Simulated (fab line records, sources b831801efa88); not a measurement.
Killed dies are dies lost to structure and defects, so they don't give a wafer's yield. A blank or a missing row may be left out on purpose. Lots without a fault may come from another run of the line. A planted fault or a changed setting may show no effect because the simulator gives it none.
Chamber matching | flow gf180mcu | GF_V5_CMP_04 on cmp-02: 4 sister chambers
The step polishes SiO2. 4 wafers are shown with their chamber, then 9 later ones without.

WAFERS WITH THEIR CHAMBER
wafer  | chamber | motor_current_A (A)
L876.2 | 3       | 11.7
L890.3 | 0       | 12.0
L890.5 | 1       | 10.7
L890.6 | 2       | 12.3

WAFERS WITHOUT THEIR CHAMBER
wafer  | motor_current_A (A)
L891.3 | 11.7
L891.5 | 11.8
L891.6 | 12.6
L893.2 | 12.0
L893.4 | 11.3
L893.6 | 12.2
L894.2 | 12.6
L894.3 | 11.8
L894.6 | 12.2

WHICH CHAMBER EACH WENT THROUGH
wafer  | from the rows above          | in truth
L891.3 | can't be placed: 3 or 0      | 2
L891.5 | can't be placed: 3 or 0 or 2 | 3
L891.6 | can't be placed: 2 or 0      | 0
L893.2 | can't be placed: 0 or 2 or 3 | 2
L893.4 | can't be placed: 3 or 1 or 0 | 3
L893.6 | can't be placed: 2 or 0 or 3 | 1
L894.2 | can't be placed: 2 or 0      | 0
L894.3 | can't be placed: 3 or 0 or 2 | 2
L894.6 | can't be placed: 2 or 0 or 3 | 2
Placed correctly: 0 of 9. Can't be placed from these rows: 9 (the true chamber is among the candidates in 7). Placed wrongly: 0.
How it was worked out, from the rows above alone: a wafer's distance from a chamber is the root of the sum, over the readings, of the square of ((its reading less the chamber's mean) divided by the reading's scatter). The wafer belongs to the nearest chamber; if the next one is less than 2 further off, it can't be placed. A chamber's mean is the mean of its shown wafers. The scatter: with one shown wafer a chamber, the root of the mean of the squares of how far each hidden wafer lies from its nearest shown one.
